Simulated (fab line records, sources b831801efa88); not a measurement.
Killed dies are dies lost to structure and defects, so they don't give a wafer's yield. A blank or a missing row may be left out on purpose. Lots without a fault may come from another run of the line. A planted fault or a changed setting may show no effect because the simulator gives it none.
fab line records | flow gf180mcu
record lots=5 wafers=15 last_day=34
route steps=602 shown V4@485 MIM@503
lots that met no fault: from a run of the same line without faults
start_h: hours from the record's first day to the start of the lot's first wafer shown | wait_h: hours since the lot's step before | " the same as in the row above | L1.1+2: a row that stands for several wafers | - no value, or no start given | * or withheld: withheld | < > ~ a bound
route shown NAME@n: a module of which the file shows steps, and the number in the route of the first | usual: mean/standard deviation of fault-free wafers | same: alike in all rows | chamber/n: place in a boat | sites: the reading at each site | _std_site: their standard deviation | _edge_site: outer sites' mean less inner sites' | radius_mm: how far each site lies from the wafer's centre | mask NAME#n: copy n | behind: the tool/chamber that last shaped the wafer | hold: why the lot was held/for how many hours/how that ended | device: the transistor (n, p or np) that didn't switch | end of line: the same wafers' tests at the end of the route | a step without rows: its recipe alone | killed: dies lost to structure and defects at the first sort, not the wafer's yield | map: a wafer's dies, x killed, . not, _ none there
set.NAME: the setting as run; set.NAME@STEP: as run at that earlier step | model.NAME: the simulator's own value behind a step, which no gauge read
lots at some steps of the route; a table a step, a row a wafer
services: from which hour (start_h, from the record's first day; less than 0 if before it) a tool's chamber was out of use, for how many hours, and why
## steps
# step GF_V4_COAT_09
# recipe resist=KrF spin_rpm=withheld resist_thk_nm=1000
# columns lot.wafer tool chamber start_h wait_h
L082.1+3+4 litho_track-01 0 - -
L087.2+3+6 litho_track-01 0 - -
L091.1+3+6 litho_track-03 0 - -
L095.1+5+6 litho_track-03 0 - -
L096.1+5+6 litho_track-03 0 - -
# step GF_V4_SOFTBAKE_10
# recipe temp_c=130 time_s=60 resist=KrF
# columns lot.wafer tool chamber start_h wait_h
L082.1+3+4 litho_track-01 0 - -
L087.2+3+6 litho_track-01 0 - -
L091.1+3+6 litho_track-03 0 - -
L095.1+5+6 litho_track-03 0 - -
L096.1+5+6 litho_track-03 0 - -
# step GF_V4_EXPOSE_11
# recipe mask_id=Via4 target_cd_nm=260 na=0.68 source_shape=conventional sigma_outer=0.6 dose_mj=38
# columns lot.wafer tool chamber start_h wait_h mask
L082.1+3+4 krf_scanner-01 0 - - Via4#0
L087.2+3+6 krf_scanner-01 0 - - Via4#0
L091.1+3+6 krf_scanner-02 0 - - Via4#0
L095.1+5+6 krf_scanner-01 0 - - Via4#0
L096.1+5+6 krf_scanner-02 0 - - Via4#0
# step GF_V4_PEB_12
# recipe peb_temp_c=135 peb_time_s=90 resist=KrF
# same peb_time_s=90
# columns lot.wafer tool chamber start_h wait_h
L082.1+3+4 litho_track-01 0 - -
L087.2+3+6 litho_track-03 0 - -
L091.1+3+6 litho_track-04 0 - -
L095.1+5+6 litho_track-04 0 - -
L096.1+5+6 litho_track-03 0 - -
# step GF_V4_DEVELOP_13
# recipe develop_time_s=61.76 resist=KrF dev_temp_c=21
# columns lot.wafer tool chamber start_h wait_h
L082.1+3+4 litho_track-01 0 626.03 0.2
L087.2+3+6 litho_track-03 0 665.28 0.2
L091.1+3+6 litho_track-04 0 689.02 0.2
L095.1+5+6 litho_track-04 0 713.62 0.2
L096.1+5+6 litho_track-03 0 721.10 0.2
# step GF_V4_CD_MEAS_14
# recipe target_cd_nm=260
# usual cd_nm=260.0/1.2
# columns lot.wafer tool chamber start_h wait_h cd_nm
L082.1 cd_sem-02 - 626.21 0.2 259.4
L082.3 " - " " 260.7
L082.4 " - " " 260.1
L087.2 cd_sem-01 - 665.42 0.1 259.6
L087.3 " - " " 260.6
L087.6 " - " " 258.7
L091.1 cd_sem-01 - 689.17 0.1 258.1
L091.3 " - " " 259.1
L091.6 " - " " 257.2
L095.1 cd_sem-01 - 713.77 0.1 260.3
L095.5 " - " " 258.7
L095.6 " - " " 259.4
L096.1 cd_sem-02 - 721.25 0.1 259.4
L096.5 " - " " 258.0
L096.6 " - " " 259.9
# step GF_V4_OVL_MEAS_15
# usual V4_OVL=0/4.8
# columns lot.wafer tool chamber start_h wait_h V4_OVL[nm]
L082.1 overlay-01 - 626.33 0.1 1
L082.3 " - " " -3
L082.4 " - " " -8
L087.2 overlay-02 - 665.53 0.1 -1
L087.3 " - " " -4
L087.6 " - " " -1
L091.1 overlay-02 - 689.29 0.1 -5
L091.3 " - " " -6
L091.6 " - " " -1
L095.1 overlay-02 - 713.89 0.1 -4
L095.5 " - " " -7
L095.6 " - " " 7
L096.1 overlay-01 - 721.37 0.1 -5
L096.5 " - " " -5
L096.6 " - " " 3
# step GF_V4_ETCH_16
# recipe chemistry=N2/H2 target_depth_a=withheld overetch_a=withheld time_s=withheld target=BARC ion_energy_ev=200 source_w=500 bias_w=100 pressure_mtorr=30 n2_flow_sccm=100 h2_flow_sccm=200
# usual drypump_motor_current_A=5.78/0.3 oes_product_au=0.854/0.0045 throttle_valve_pct=13.225/0.0085
# columns lot.wafer tool chamber start_h wait_h drypump_motor_current_A oes_product_au throttle_valve_pct
L082.1 rie_diel-02 3 626.37 0.0 5.91 0.855 13.226
L082.3 " 1 " " 5.54 0.862 13.218
L082.4 " 1 " " 5.56 0.851 13.230
L087.2 rie_diel-04 1 665.56 0.0 6.50 0.856 13.228
L087.3 " 3 " " 6.21 0.851 13.217
L087.6 " 0 " " 5.29 0.857 13.216
L091.1 rie_diel-01 1 689.33 0.0 5.83 0.858 13.221
L091.3 " 3 " " 5.73 0.861 13.213
L091.6 " 0 " " 5.73 0.862 13.232
L095.1 rie_diel-01 3 713.93 0.0 5.75 0.861 13.228
L095.5 " 0 " " 5.74 0.860 13.222
L095.6 " 3 " " 5.74 0.849 13.242
L096.1 rie_diel-02 3 721.41 0.0 5.94 0.849 13.227
L096.5 " 3 " " 5.91 0.854 13.219
L096.6 " 0 " " 5.37 0.854 13.223
# step GF_V4_ETCH_17
# recipe chemistry=C4F8/O2/Ar mask_material=KrF target=SiO2 stop_on=TiN source_w=1500 bias_w=1200 pressure_mtorr=40 c4f8_flow_sccm=withheld O2_flow_sccm=6 Ar_flow_sccm=300 time_s=withheld target_depth_a=6300
# usual oes_product_au=0.856/0.005
# columns lot.wafer tool chamber start_h wait_h oes_product_au
L082.1 rie_diel-02 3 - - 0.860
L082.3 " 1 " " 0.859
L082.4 " 1 " " 0.857
L087.2 rie_diel-04 1 - - 0.851
L087.3 " 3 " " 0.850
L087.6 " 0 " " 0.853
L091.1 rie_diel-01 1 - - 0.863
L091.3 " 3 " " 0.862
L091.6 " 0 " " 0.862
L095.1 rie_diel-01 3 - - 0.859
L095.5 " 0 " " 0.855
L095.6 " 3 " " 0.857
L096.1 rie_diel-02 3 - - 0.842
L096.5 " 3 " " 0.859
L096.6 " 0 " " 0.859
# step GF_V4_STRIP_18
# recipe chemistry=O2/N2 power_w=1400 pressure_mtorr=1500 platen_temp_c=250 o2_flow_sccm=3000 n2_flow_sccm=300 overash_fraction=0.5
# usual drypump_motor_current_A=5.6/0.31 heater_power_w=359/26 oes_product_au=0.593/0.0046 platen_temp_c=250.03/0.19
# columns lot.wafer tool chamber start_h wait_h drypump_motor_current_A heater_power_w oes_product_au platen_temp_c rf_hours_counter_h
L082.1 plasma_asher-04 0 626.50 - 5.7 418 0.598 249.96 52
L082.3 " 0 " " 5.7 410 0.594 250.02 -
L082.4 " 1 " " 5.6 355 0.588 250.12 -
L087.2 plasma_asher-04 1 665.69 - 5.6 361 0.601 250.02 56
L087.3 " 1 " " 5.6 367 0.593 250.13 -
L087.6 " 0 " " 5.7 404 0.588 250.07 -
L091.1 plasma_asher-02 1 689.46 - 6.1 335 0.589 249.95 93
L091.3 " 1 " " 6.1 329 0.587 250.27 -
L091.6 " 0 " " 5.4 366 0.589 250.41 -
L095.1 plasma_asher-01 0 714.06 - 5.0 354 0.594 250.20 29
L095.5 " 1 " " 5.7 327 0.593 250.13 -
L095.6 " 0 " " 5.0 354 0.590 249.98 -
L096.1 plasma_asher-04 1 721.53 - 5.6 355 0.597 249.79 62
L096.5 " 1 " " 5.6 357 0.589 250.08 -
L096.6 " 0 " " 5.7 404 0.593 250.03 -
# step GF_V4_STRIP_19
# recipe chemistry=post_etch_residue_remover time_s=1200 temp_c=72.5
# usual bath_guard_temp_C=72.5/0.53
# columns lot.wafer tool chamber start_h wait_h bath_guard_temp_C
L082.1 wet_bench-04 3 626.60 0.1 71.5
L082.3 " 3 " " 71.6
L082.4 " 3 " " 71.5
L087.2 wet_bench-03 2 665.79 0.1 72.5
L087.3 " 2 " " 72.7
L087.6 " 2 " " 72.4
L091.1 wet_bench-02 2 689.56 0.1 72.8
L091.3 " 2 " " 73.3
L091.6 " 2 " " 72.8
L095.1 wet_bench-03 0 714.16 0.1 72.8
L095.5 " 0 " " 73.2
L095.6 " 0 " " 72.9
L096.1 wet_bench-04 3 721.63 0.1 71.5
L096.5 " 3 " " 71.5
L096.6 " 3 " " 71.7
# step GF_V4_CLEAN_20
# recipe chemistry=DIW dry=n2_spin
# columns lot.wafer tool chamber start_h wait_h
L082.1+3+4 wet_bench-03 1 626.94 0.0
L087.2+3+6 wet_bench-02 2 666.19 0.0
L091.1+3+6 wet_bench-04 3 689.90 0.0
L095.1+5+6 wet_bench-04 1 714.50 0.0
L096.1+5+6 wet_bench-02 3 721.98 0.0
# step GF_V4_SPUTTER_21
# recipe material=Ti target_thk_nm=15 chamber_pressure_pa=5 power_w=2500 substrate_temp_c=200 time_s=80.02
# usual throttle_valve_pct=29.7/1.3
# columns lot.wafer tool chamber start_h wait_h throttle_valve_pct
L082.1 pvd_sputter-01 - 627.04 0.0 28.6
L082.3 " - " " 30.6
L082.4 " - " " 31.4
L087.2 pvd_sputter-01 - 666.28 0.0 31.3
L087.3 " - " " 30.4
L087.6 " - " " 30.5
L091.1 pvd_sputter-04 - 690.08 0.0 30.7
L091.3 " - " " 30.4
L091.6 " - " " 30.3
L095.1 pvd_sputter-01 - 714.59 0.0 30.7
L095.5 " - " " 28.7
L095.6 " - " " 27.6
L096.1 pvd_sputter-04 - 722.07 0.0 30.0
L096.5 " - " " 30.3
L096.6 " - " " 29.8
# step GF_V4_SPUTTER_22
# recipe material=TiN target_thk_nm=10 chamber_pressure_pa=5 power_w=4000 time_s=40
# usual throttle_valve_pct=29.7/1.3
# columns lot.wafer tool chamber start_h wait_h throttle_valve_pct
L082.1 pvd_sputter-01 - 627.10 0.0 28.5
L082.3 " - " " 30.4
L082.4 " - " " 31.3
L087.2 pvd_sputter-01 - 666.34 0.0 31.0
L087.3 " - " " 30.5
L087.6 " - " " 30.6
L091.1 pvd_sputter-04 - 690.14 0.0 30.6
L091.3 " - " " 30.5
L091.6 " - " " 30.6
L095.1 pvd_sputter-01 - 714.65 0.0 30.9
L095.5 " - " " 28.6
L095.6 " - " " 27.4
L096.1 pvd_sputter-04 - 722.13 0.0 30.4
L096.5 " - " " 30.2
L096.6 " - " " 29.7
# step GF_V4_CVD_23
# recipe material=W target_thk_nm=350 time_s=104.9 temp_c=400 pressure_torr=40
# usual heater_power_outer_w=521/48 heater_power_w=883/100
# columns lot.wafer tool chamber start_h wait_h heater_power_outer_w heater_power_w
L082.1 cvd_w-02 0 627.14 0.0 496 853
L082.3 " 0 " " 503 841
L082.4 " 1 " " 475 759
L087.2 cvd_w-02 0 666.38 0.0 500 839
L087.3 " 0 " " 500 817
L087.6 " 1 " " 466 741
L091.1 cvd_w-02 1 690.18 0.0 481 759
L091.3 " 1 " " 469 760
L091.6 " 1 " " 475 756
L095.1 cvd_w-02 1 714.69 0.0 475 765
L095.5 " 0 " " 501 851
L095.6 " 1 " " 471 733
L096.1 cvd_w-01 1 722.17 0.0 512 895
L096.5 " 1 " " 513 911
L096.6 " 0 " " 591 1039
# step GF_V4_RS_MEAS_24
# recipe thk_meas_gauge=four-point-probe reads=W_of_V4_CVD_23+TiN_of_V4_SPUTTER_22+Ti_of_V4_SPUTTER_21
# usual V4_W_RS=0.327/0.0037
# columns lot.wafer tool chamber start_h wait_h V4_W_RS[ohm/sq]
L082.1 film_metro-01 - 627.25 0.1 0.326
L082.3 " - " " 0.327
L082.4 " - " " 0.336
L087.2 film_metro-03 - 666.52 0.1 0.325
L087.3 " - " " 0.323
L087.6 " - " " 0.326
L091.1 film_metro-03 - 690.29 0.1 0.325
L091.3 " - " " 0.323
L091.6 " - " " 0.323
L095.1 film_metro-01 - 714.80 0.1 0.329
L095.5 " - " " 0.324
L095.6 " - " " 0.324
L096.1 film_metro-02 - 722.28 0.1 0.325
L096.5 " - " " 0.326
L096.6 " - " " 0.334
# step GF_V4_THK_MEAS_25
# recipe thk_meas_gauge=xrf reads=W_of_V4_CVD_23
# usual V4_W_THK=349/5.7
# columns lot.wafer tool chamber start_h wait_h V4_W_THK[nm]
L082.1 film_metro-01 - 627.37 0.1 343
L082.3 " - " " 341
L082.4 " - " " 333
L087.2 film_metro-03 - 666.63 0.1 356
L087.3 " - " " 360
L087.6 " - " " 355
L091.1 film_metro-03 - 690.41 0.1 350
L091.3 " - " " 354
L091.6 " - " " 350
L095.1 film_metro-01 - 714.92 0.1 346
L095.5 " - " " 349
L095.6 " - " " 349
L096.1 film_metro-02 - 722.40 0.1 356
L096.5 " - " " 352
L096.6 " - " " 343
# step GF_V4_CMP_26
# recipe stop_on=SiO2 down_force_psi=3.5 platen_rpm=60 t_overpolish_s=15 target_thk_nm=0 pad_velocity_m_s=0.94248
# usual motor_current_A=10.6/1 overpolish_run_s=15.000/0.0084 time_to_endpoint_s=84/3.4
# columns lot.wafer tool chamber start_h wait_h motor_current_A overpolish_run_s time_to_endpoint_s
L082.1 cmp-01 3 627.70 0.3 10.8 15.003 88
L082.3 " 0 " " 11.7 14.994 85
L082.4 " 2 " " 10.6 14.994 85
L087.3 cmp-01 2 666.73 0.1 11.0 14.990 85
L087.2 " 0 " " 11.5 15.007 83
L087.6 " 1 " " 9.7 14.993 82
L091.3 cmp-02 0 690.52 0.1 9.0 14.992 84
L091.1 " 1 " " 12.4 14.991 90
L091.6 " 0 " " 9.1 14.999 86
L095.1 cmp-02 3 714.98 0.1 10.9 15.001 82
L095.6 " 3 " " 10.3 15.008 89
L095.5 " 0 " " 9.4 14.996 85
L096.1 cmp-02 0 722.46 0.1 9.6 15.015 84
L096.6 " 0 " " 9.6 15.004 79
L096.5 " 1 " " 12.5 14.998 86
# step GF_MIM_SPUTTER_00
# recipe material=Ti target_thk_nm=37.5 arriving_ion_energy_ev=80 substrate_temp_c=200 chamber_pressure_pa=2 power_w=4000 time_s=150
# usual throttle_valve_pct=29.9/1
# columns lot.wafer tool chamber start_h wait_h throttle_valve_pct
L082.1 pvd_sputter-01 - 628.00 0.2 27.4
L082.3 " - " " 30.6
L082.4 " - " " 28.8
L087.2 pvd_sputter-03 - 666.98 0.1 30.5
L087.3 " - " " 28.5
L087.6 " - " " 30.7
L091.1 pvd_sputter-02 - 690.77 0.1 30.4
L091.3 " - " " 30.5
L091.6 " - " " 30.5
L095.1 pvd_sputter-02 - 715.28 0.2 29.8
L095.5 " - " " 30.2
L095.6 " - " " 29.6
L096.1 pvd_sputter-03 - 722.76 0.2 29.1
L096.5 " - " " 29.1
L096.6 " - " " 30.9
# step GF_MIM_SPUTTER_01
# recipe material=TiN target_thk_nm=30 power_w=6500 time_s=25 chamber_pressure_pa=0.4059
# usual throttle_valve_pct=29.9/1
# columns lot.wafer tool chamber start_h wait_h throttle_valve_pct
L082.1 pvd_sputter-01 - 628.10 0.1 27.5
L082.3 " - " " 30.5
L082.4 " - " " 28.7
L087.2 pvd_sputter-03 - 667.08 0.1 30.8
L087.3 " - " " 28.2
L087.6 " - " " 30.7
L091.1 pvd_sputter-02 - 690.87 0.1 30.2
L091.3 " - " " 30.5
L091.6 " - " " 30.4
L095.1 pvd_sputter-02 - 715.38 0.1 29.8
L095.5 " - " " 30.2
L095.6 " - " " 29.6
L096.1 pvd_sputter-03 - 722.86 0.1 28.9
L096.5 " - " " 28.8
L096.6 " - " " 30.9
# step GF_MIM_SPUTTER_02
# recipe material=AlCu target_thk_nm=450 power_w=10600 time_s=23.9 chamber_pressure_pa=0.4
# usual throttle_valve_pct=29.9/1
# columns lot.wafer tool chamber start_h wait_h throttle_valve_pct
L082.1 pvd_sputter-01 - 628.13 0.0 27.5
L082.3 " - " " 30.6
L082.4 " - " " 28.3
L087.2 pvd_sputter-03 - 667.11 0.0 30.7
L087.3 " - " " 28.4
L087.6 " - " " 30.8
L091.1 pvd_sputter-02 - 690.90 0.0 30.5
L091.3 " - " " 30.7
L091.6 " - " " 30.3
L095.1 pvd_sputter-02 - 715.41 0.0 29.7
L095.5 " - " " 30.2
L095.6 " - " " 29.9
L096.1 pvd_sputter-03 - 722.89 0.0 28.9
L096.5 " - " " 28.9
L096.6 " - " " 30.7
# step GF_MIM_SPUTTER_03
# recipe material=Ti target_thk_nm=10 substrate_temp_c=300 chamber_pressure_pa=0.3 power_w=3000 time_s=6.7
# usual throttle_valve_pct=29.9/1
# columns lot.wafer tool chamber start_h wait_h throttle_valve_pct
L082.1 pvd_sputter-01 - 628.16 0.0 27.5
L082.3 " - " " 30.4
L082.4 " - " " 28.5
L087.2 pvd_sputter-03 - 667.14 0.0 30.7
L087.3 " - " " 28.6
L087.6 " - " " 30.5
L091.1 pvd_sputter-02 - 690.93 0.0 30.4
L091.3 " - " " 30.4
L091.6 " - " " 30.2
L095.1 pvd_sputter-02 - 715.44 0.0 29.9
L095.5 " - " " 30.3
L095.6 " - " " 29.8
L096.1 pvd_sputter-03 - 722.92 0.0 29.0
L096.5 " - " " 28.9
L096.6 " - " " 30.9
# step GF_MIM_SPUTTER_04
# recipe material=TiN target_thk_nm=50 power_w=6500 time_s=41.7 chamber_pressure_pa=0.4
# usual throttle_valve_pct=29.9/1.1
# columns lot.wafer tool chamber start_h wait_h throttle_valve_pct
L082.1 pvd_sputter-01 - 628.18 0.0 27.4
L082.3 " - " " 30.6
L082.4 " - " " 28.6
L087.2 pvd_sputter-03 - 667.16 0.0 30.7
L087.3 " - " " 28.4
L087.6 " - " " 30.9
L091.1 pvd_sputter-02 - 690.95 0.0 30.2
L091.3 " - " " 30.7
L091.6 " - " " 30.5
L095.1 pvd_sputter-02 - 715.46 0.0 29.5
L095.5 " - " " 30.2
L095.6 " - " " 29.9
L096.1 pvd_sputter-03 - 722.94 0.0 28.9
L096.5 " - " " 29.2
L096.6 " - " " 30.6
# step GF_MIM_CVD_05
# recipe material=Si3N4 target_thk_nm=42 temp_max_c=400 temp_c=385 time_s=29.086 rf_w=450
# usual heater_power_outer_w=375/61 heater_power_w=638/78
# columns lot.wafer tool chamber start_h wait_h heater_power_outer_w heater_power_w
L082.1 pecvd-02 2 628.22 0.0 333 578
L082.3 " 0 " " 370 642
L082.4 " 1 " " 360 622
L087.2 pecvd-03 1 667.20 0.0 471 787
L087.3 " 0 " " 363 625
L087.6 " 2 " " 302 516
L091.1 pecvd-04 0 690.99 0.0 498 778
L091.3 " 1 " " 290 545
L091.6 " 0 " " 485 770
L095.1 pecvd-02 0 715.50 0.0 369 627
L095.5 " 1 " " 326 574
L095.6 " 2 " " 392 678
L096.1 pecvd-02 0 722.98 0.0 322 571
L096.5 " 1 " " 393 657
L096.6 " 0 " " 326 566
# step GF_MIM_THK_MEAS_06
# recipe reads=Si3N4_of_MIM_CVD_05
# usual MIM_CVD_05_THK=42.1/0.62
# columns lot.wafer tool chamber start_h wait_h MIM_CVD_05_THK[nm]
L082.1 film_metro-01 - 628.25 0.0 42.5
L082.3 " - " " 42.2
L082.4 " - " " 42.1
L087.2 film_metro-04 - 667.24 0.0 41.7
L087.3 " - " " 41.1
L087.6 " - " " 41.5
L091.1 film_metro-02 - 691.03 0.0 41.3
L091.3 " - " " 41.6
L091.6 " - " " 42.5
L095.1 film_metro-01 - 715.54 0.0 42.0
L095.5 " - " " 41.6
L095.6 " - " " 42.9
L096.1 film_metro-01 - 723.01 0.0 41.7
L096.5 " - " " 42.0
L096.6 " - " " 42.3
# step GF_MIM_SPUTTER_07
# recipe material=TiN target_thk_nm=60 power_w=6500 time_s=50 chamber_pressure_pa=0.4
# usual throttle_valve_pct=29.8/1.2
# columns lot.wafer tool chamber start_h wait_h throttle_valve_pct
L082.1 pvd_sputter-03 - 628.31 0.1 30.6
L082.3 " - " " 28.8
L082.4 " - " " 28.3
L087.2 pvd_sputter-01 - 667.29 0.0 31.3
L087.3 " - " " 27.3
L087.6 " - " " 30.7
L091.1 pvd_sputter-03 - 691.09 0.1 30.6
L091.3 " - " " 28.4
L091.6 " - " " 30.8
L095.1 pvd_sputter-01 - 715.60 0.1 31.1
L095.5 " - " " 30.6
L095.6 " - " " 27.6
L096.1 pvd_sputter-02 - 723.07 0.1 29.9
L096.5 " - " " 30.0
L096.6 " - " " 30.0
# step GF_MIM_SPUTTER_08
# recipe material=AlCu target_thk_nm=200 power_w=10600 time_s=10.6 chamber_pressure_pa=0.4
# usual throttle_valve_pct=29.8/1.2
# columns lot.wafer tool chamber start_h wait_h throttle_valve_pct
L082.1 pvd_sputter-03 - 628.36 0.0 30.9
L082.3 " - " " 28.9
L082.4 " - " " 28.4
L087.2 pvd_sputter-01 - 667.33 0.0 31.1
L087.3 " - " " 27.5
L087.6 " - " " 30.9
L091.1 pvd_sputter-03 - 691.13 0.0 30.9
L091.3 " - " " 28.2
L091.6 " - " " 31.3
L095.1 pvd_sputter-01 - 715.64 0.0 31.1
L095.5 " - " " 30.9
L095.6 " - " " 27.5
L096.1 pvd_sputter-02 - 723.12 0.0 29.8
L096.5 " - " " 30.0
L096.6 " - " " 30.0
# step GF_MIM_SPUTTER_09
# recipe material=TiN target_thk_nm=35 power_w=6500 time_s=29.2 chamber_pressure_pa=0.4
# usual throttle_valve_pct=29.8/1.2
# columns lot.wafer tool chamber start_h wait_h throttle_valve_pct
L082.1 pvd_sputter-03 - 628.38 0.0 30.7
L082.3 " - " " 29.1
L082.4 " - " " 28.3
L087.2 pvd_sputter-01 - 667.36 0.0 31.1
L087.3 " - " " 27.5
L087.6 " - " " 30.4
L091.1 pvd_sputter-03 - 691.15 0.0 30.4
L091.3 " - " " 28.2
L091.6 " - " " 31.1
L095.1 pvd_sputter-01 - 715.66 0.0 31.0
L095.5 " - " " 30.7
L095.6 " - " " 27.4
L096.1 pvd_sputter-02 - 723.14 0.0 29.8
L096.5 " - " " 29.7
L096.6 " - " " 29.9
# step GF_MIM_RS_MEAS_10
# recipe thk_meas_gauge=four-point-probe reads=TiN_of_MIM_SPUTTER_09+AlCu_of_MIM_SPUTTER_08+TiN_of_MIM_SPUTTER_07
# usual MIM_ALCU_RS=0.1602/0.0021
# columns lot.wafer tool chamber start_h wait_h MIM_ALCU_RS[ohm/sq]
L082.1 film_metro-01 - 628.42 0.0 0.1615
L082.3 " - " " 0.1598
L082.4 " - " " 0.1621
L087.2 film_metro-02 - 667.41 0.0 0.1581
L087.3 " - " " 0.1576
L087.6 " - " " 0.1574
L091.1 film_metro-02 - 691.19 0.0 0.1598
L091.3 " - " " 0.1633
L091.6 " - " " 0.1592
L095.1 film_metro-02 - 715.70 0.0 0.1586
L095.5 " - " " 0.1583
L095.6 " - " " 0.1593
L096.1 film_metro-04 - 723.17 0.0 0.1602
L096.5 " - " " 0.1602
L096.6 " - " " 0.1617
# step GF_MIM_THK_MEAS_11
# recipe thk_meas_gauge=xrf reads=AlCu_of_MIM_SPUTTER_08
# usual MIM_ALCU_THK=201.6/2.7
# columns lot.wafer tool chamber start_h wait_h MIM_ALCU_THK[nm]
L082.1 film_metro-01 - 628.54 0.1 200.1
L082.3 " - " " 202.7
L082.4 " - " " 199.2
L087.2 film_metro-02 - 667.52 0.1 202.2
L087.3 " - " " 204.2
L087.6 " - " " 202.9
L091.1 film_metro-02 - 691.31 0.1 201.3
L091.3 " - " " 197.4
L091.6 " - " " 203.2
L095.1 film_metro-02 - 715.82 0.1 202.5
L095.5 " - " " 202.6
L095.6 " - " " 202.1
L096.1 film_metro-04 - 723.29 0.1 201.9
L096.5 " - " " 201.2
L096.6 " - " " 201.1
# step GF_MIM_DEHYDRATE_12
# recipe temp_c=200 time_s=60
# columns lot.wafer tool chamber start_h wait_h
L082.1+3+4 litho_track-03 0 638.10 9.6
L087.2+3+6 litho_track-02 0 676.44 8.9
L091.1+3+6 litho_track-03 0 700.35 9.0
L095.1+5+6 litho_track-03 0 724.15 8.3
L096.1+5+6 litho_track-02 0 730.96 7.7
# step GF_MIM_HMDS_13
# recipe prime_time_s=60 prime_temp_c=120
# columns lot.wafer tool chamber start_h wait_h
L082.1+3+4 litho_track-03 0 638.25 0.1
L087.2+3+6 litho_track-02 0 676.59 0.1
L091.1+3+6 litho_track-03 0 700.50 0.1
L095.1+5+6 litho_track-03 0 724.30 0.1
L096.1+5+6 litho_track-02 0 731.11 0.1
# step GF_MIM_COAT_14
# recipe resist=NOVOLAK spin_rpm=3000 resist_thk_nm=1000
# usual spin_speed_rpm=3000.5/2.4
# columns lot.wafer tool chamber start_h wait_h spin_speed_rpm
L082.1 litho_track-03 0 638.40 0.1 3000.9
L082.3 " 0 " " 3002.8
L082.4 " 0 " " 3000.2
L087.2 litho_track-02 0 676.74 0.1 3001.0
L087.3 " 0 " " 3000.7
L087.6 " 0 " " 3000.3
L091.1 litho_track-03 0 700.65 0.1 3000.0
L091.3 " 0 " " 2995.5
L091.6 " 0 " " 2995.0
L095.1 litho_track-03 0 724.45 0.1 2995.6
L095.5 " 0 " " 2996.9
L095.6 " 0 " " 2996.7
L096.1 litho_track-02 0 731.26 0.1 2999.1
L096.5 " 0 " " 3000.1
L096.6 " 0 " " 3000.3
# step GF_MIM_SOFTBAKE_15
# recipe temp_c=90 time_s=60 resist=NOVOLAK
# columns lot.wafer tool chamber start_h wait_h
L082.1+3+4 litho_track-03 0 638.55 0.1
L087.2+3+6 litho_track-02 0 676.89 0.1
L091.1+3+6 litho_track-03 0 700.80 0.1
L095.1+5+6 litho_track-03 0 724.60 0.1
L096.1+5+6 litho_track-02 0 731.41 0.1
# step GF_MIM_EXPOSE_16
# recipe mask_id=FuseTop target_cd_nm=2000 na=0.6 source_shape=conventional sigma_outer=0.6 dose_mj=140
# columns lot.wafer tool chamber start_h wait_h mask
L082.1+3+4 iline_stepper-01 0 - - FuseTop#0
L087.2+3+6 iline_stepper-01 0 - - FuseTop#0
L091.1+3+6 iline_stepper-01 0 - - FuseTop#0
L095.1+5+6 iline_stepper-02 0 - - FuseTop#0
L096.1+5+6 iline_stepper-01 0 - - FuseTop#0
# step GF_MIM_PEB_17
# recipe temp_c=withheld time_s=* resist=NOVOLAK
# columns lot.wafer tool chamber start_h wait_h
L082.1+3+4 litho_track-02 0 - -
L087.2+3+6 litho_track-03 0 - -
L091.1+3+6 litho_track-03 0 - -
L095.1+5+6 litho_track-03 0 - -
L096.1+5+6 litho_track-02 0 - -
# step GF_MIM_DEVELOP_18
# recipe develop_time_s=60 dev_temp_c=23
# columns lot.wafer tool chamber start_h wait_h
L082.1+3+4 litho_track-02 0 648.27 0.1
L087.2+3+6 litho_track-03 0 686.53 0.1
L091.1+3+6 litho_track-03 0 709.90 0.1
L095.1+5+6 litho_track-03 0 733.00 0.1
L096.1+5+6 litho_track-02 0 740.11 0.1
# step GF_MIM_METAL_ETCH_19
# recipe chemistry=Cl2/BCl3 mask_material=NOVOLAK stop_on=Si3N4 target_depth_nm=324.5 pressure_mtorr=8 icp_w=800 bias_w=140 Cl2_flow_sccm=80 bcl3_flow_sccm=40 time_s=54.1
# usual drypump_motor_current_A=5.67/0.27 oes_product_au=0.941/0.0065 throttle_valve_pct=28.284/0.0096
# columns lot.wafer tool chamber start_h wait_h drypump_motor_current_A oes_product_au rf_hours_counter_h throttle_valve_pct
L082.1 rie_metal-02 1 648.42 0.1 5.85 0.937 7 28.291
L082.3 " 1 " " 5.86 0.942 - 28.288
L082.4 " 0 " " 5.24 0.928 - 28.284
L087.2 rie_metal-01 0 686.65 0.1 5.75 0.950 7 28.284
L087.3 " 0 " " 5.75 0.949 - 28.266
L087.6 " 1 " " 6.03 0.957 - 28.281
L091.1 rie_metal-04 0 710.05 0.1 5.74 0.941 5 28.276
L091.3 " 0 " " 5.74 0.944 - 28.294
L091.6 " 1 " " 5.35 0.947 - 28.278
L095.1 rie_metal-02 0 733.15 0.1 5.25 0.947 14 28.268
L095.5 " 1 " " 5.86 0.937 - 28.274
L095.6 " 0 " " 5.25 0.943 - 28.285
L096.1 rie_metal-01 1 740.26 0.1 6.01 0.945 6 28.280
L096.5 " 0 " " 5.71 0.932 - 28.283
L096.6 " 1 " " 6.02 0.944 - 28.272
## services
# columns tool chamber start_h hours kind
krf_scanner-01 - 591.69 1.3 pm
pvd_sputter-01 - 606.81 4.5 repair
rie_diel-01 - 611.24 0.2 repair
rie_diel-02 - 621.38 2.8 pm
iline_stepper-01 - 621.58 4.4 pm
rie_diel-02 2 624.25 5.9 repair
cmp-02 - 626.46 2.4 pm
pvd_sputter-02 - 626.89 1.2 repair
pvd_sputter-01 - 631.56 5.4 repair
pecvd-02 - 634.02 0.9 repair
cvd_w-02 - 641.16 6.1 repair
pvd_sputter-04 - 643.78 1.3 repair
rie_diel-01 1 651.83 9.3 repair
pvd_sputter-03 - 656.19 1.0 repair
iline_stepper-01 - 656.40 4.6 repair
rie_diel-02 3 656.85 16.3 repair
cvd_w-02 0 667.53 4.5 repair
iline_stepper-01 - 672.98 1.7 pm
rie_diel-02 2 690.88 6.4 repair
iline_stepper-01 - 693.64 2.1 pm
rie_diel-01 1 704.68 5.8 repair
rie_diel-02 1 731.75 3.6 repair
rie_diel-02 2 734.30 7.4 repair
pvd_sputter-03 - 735.65 5.4 repair
## key
fault none
